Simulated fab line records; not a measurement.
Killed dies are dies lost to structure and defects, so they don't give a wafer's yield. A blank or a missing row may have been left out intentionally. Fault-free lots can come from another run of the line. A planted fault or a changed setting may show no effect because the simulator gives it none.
Which tool did it? + flow sky130 + 10 lots with 30 wafers sampled at 3 steps, on a route of 708 steps

WHAT THE GAUGES READ, wafer by wafer
SKY_METAL1_RS_MEAS_05: measurement is done with a four-point probe.
| lot  | measured     | on            | METAL1_ALCU_RS (ohm/sq) |
|------|--------------|---------------|-------------------------|
| L771 | day 32 11:37 | film_metro-02 | 0.1251 0.1268 0.1272    |
| L774 | day 33 01:17 | film_metro-03 | 0.1262 0.1265 0.1268    |
| L780 | day 34 17:53 | film_metro-04 | 0.1212 0.1211 0.1208    |
| L781 | day 34 23:50 | film_metro-03 | 0.1218 0.1216 0.1225    |
| L788 | day 37 10:53 | film_metro-04 | 0.1258 0.1257 0.1258    |
| L790 | day 37 13:07 | film_metro-02 | 0.1273 0.1273 0.1274    |
| L789 | day 37 16:38 | film_metro-03 | 0.1279 0.1286 0.1291    |
| L792 | day 38 14:35 | film_metro-03 | 0.1269 0.1276 0.1270    |
| L793 | day 38 22:56 | film_metro-02 | 0.1280 0.1269 0.1279    |
| L794 | day 39 09:10 | film_metro-03 | 0.1252 0.1268 0.1256    |

WHAT TOOL EACH LOT RAN ON (gives the tool, then ch and the chambers of the sampled wafers, and finally the start)
| lot  | SKY_LOCAL_INTERCONNECT_ETCH_13    | SKY_METAL1_SPUTTER_02        |
|------|-----------------------------------|------------------------------|
| L771 | rie_metal-02 ch 0,1, day 31 04:56 | pvd_sputter-01, day 32 11:30 |
| L774 | rie_metal-02 ch 0,1, day 31 19:01 | pvd_sputter-03, day 33 01:12 |
| L780 | rie_metal-03 ch 0,1, day 33 12:43 | pvd_sputter-01, day 34 17:48 |
| L781 | rie_metal-02 ch 0,1, day 33 18:30 | pvd_sputter-01, day 34 23:42 |
| L788 | rie_metal-01 ch 0,1, day 36 05:47 | pvd_sputter-04, day 37 10:47 |
| L790 | rie_metal-01 ch 0,1, day 36 07:44 | pvd_sputter-01, day 37 13:01 |
| L789 | rie_metal-03 ch 0,1, day 36 11:17 | pvd_sputter-01, day 37 16:33 |
| L792 | rie_metal-03 ch 0,1, day 37 10:07 | pvd_sputter-01, day 38 14:29 |
| L793 | rie_metal-02 ch 0,1, day 37 17:37 | pvd_sputter-01, day 38 22:51 |
| L794 | rie_metal-02 ch 0, day 38 04:46   | pvd_sputter-03, day 39 09:02 |
- SKY_LOCAL_INTERCONNECT_ETCH_13: etches BARC in N2/H2, stops on SiO2, time 45.9 s, target depth 60 nm.
- SKY_METAL1_SPUTTER_02: material AlCu, target thk 250 nm, time 13.3 s.

THE ANSWER, worked out from the rows above alone
Rule: the lots themselves supply what counts as usual. Put in order of their means at a reading, lots are off if they are a third of the lots or fewer, leave a main group of 4 or more, and stand apart from it by a gap of 3 or more times the standard deviation of the main group's means; of several such gaps the widest counts. Not used: any main group whose means are identical at the precision the tables above print for the reading. A lot without any number at a reading at which 4 lots or more have one is off too. Where the step has rows for the other lots, those lots are counted as sound.
Off: L780, L781, at SKY_METAL1_RS_MEAS_05 (METAL1_ALCU_RS). Main group: mean 0.1269 ohm/sq, sd 0.00088.
If a tool, at a process step before that reading, ran all the lots that are off and no sound lot after the first of them, it fits. Those tools and the gauges at SKY_METAL1_RS_MEAS_05 are tried in the same way. None of those tried fits.

WHAT THE SIMULATOR HAD PUT IN
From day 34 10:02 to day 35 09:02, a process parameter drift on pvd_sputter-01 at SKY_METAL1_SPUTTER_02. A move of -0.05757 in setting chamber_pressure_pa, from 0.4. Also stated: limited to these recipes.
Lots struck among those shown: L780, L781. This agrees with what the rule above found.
